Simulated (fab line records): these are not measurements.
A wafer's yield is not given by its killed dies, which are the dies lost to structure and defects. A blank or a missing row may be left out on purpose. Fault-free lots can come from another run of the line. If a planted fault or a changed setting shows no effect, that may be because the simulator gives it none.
Chamber matching / flow gf180mcu / 3 sister chambers for GF_V4_CVD_00 on hdpcvd-02
The step deposits SiO2, target thk 600 nm, time 100 s. 14 wafers are shown with their chamber, then 7 later ones without.

## WAFERS WITH THEIR CHAMBER
wafer=L195.2; chamber=0; sih4_flow_sccm (sccm)=60.10
wafer=L195.4; chamber=2; sih4_flow_sccm (sccm)=60.09
wafer=L195.5; chamber=0; sih4_flow_sccm (sccm)=60.57
wafer=L197.2; chamber=2; sih4_flow_sccm (sccm)=59.71
wafer=L197.4; chamber=2; sih4_flow_sccm (sccm)=59.98
wafer=L197.5; chamber=0; sih4_flow_sccm (sccm)=59.93
wafer=L209.3; chamber=0; sih4_flow_sccm (sccm)=60.00
wafer=L209.5; chamber=0; sih4_flow_sccm (sccm)=60.32
wafer=L209.6; chamber=1; sih4_flow_sccm (sccm)=60.08
wafer=L210.1; chamber=2; sih4_flow_sccm (sccm)=59.51
wafer=L210.2; chamber=1; sih4_flow_sccm (sccm)=60.02
wafer=L210.3; chamber=0; sih4_flow_sccm (sccm)=60.35
wafer=L211.3; chamber=0; sih4_flow_sccm (sccm)=60.03
wafer=L211.4; chamber=2; sih4_flow_sccm (sccm)=60.27

SIGNATURES (means of the wafers above)
reading=sih4_flow_sccm; chamber 0=60.1857; chamber 1=60.0500; chamber 2=59.9120; scatter within a chamber=0.251
Rule: for each reading, subtract the chamber's mean from the wafer's reading, divide by that reading's scatter and square the result; add these up over the readings and take the root, which gives the wafer's distance from the chamber. If the next closest chamber is less than 2 further off than the closest, the wafer can't be placed; otherwise it belongs to the closest. The scatter is the square root of a quotient: the sum, over the shown wafers, of each reading's squared deviation from its chamber's mean, divided by wafers minus chambers.

## WAFERS MISSING THEIR CHAMBER
wafer=L211.6; sih4_flow_sccm (sccm)=60.18
wafer=L213.2; sih4_flow_sccm (sccm)=59.85
wafer=L213.5; sih4_flow_sccm (sccm)=60.25
wafer=L213.6; sih4_flow_sccm (sccm)=60.16
wafer=L214.2; sih4_flow_sccm (sccm)=60.01
wafer=L214.4; sih4_flow_sccm (sccm)=60.07
wafer=L214.5; sih4_flow_sccm (sccm)=59.98

## WHICH CHAMBER EACH ONE RAN IN
wafer=L211.6; from the rows above=can't be placed: 0 or 1 or 2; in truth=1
wafer=L213.2; from the rows above=can't be placed: 2 or 1 or 0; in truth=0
wafer=L213.5; from the rows above=can't be placed: 0 or 1 or 2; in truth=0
wafer=L213.6; from the rows above=can't be placed: 0 or 1 or 2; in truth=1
wafer=L214.2; from the rows above=can't be placed: 1 or 2 or 0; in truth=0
wafer=L214.4; from the rows above=can't be placed: 1 or 0 or 2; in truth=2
wafer=L214.5; from the rows above=can't be placed: 2 or 1 or 0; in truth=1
Correctly placed: 0 of 7. From these rows, 7 cannot be placed; in 7 the true chamber is one of the candidates. Placed wrongly: 0.
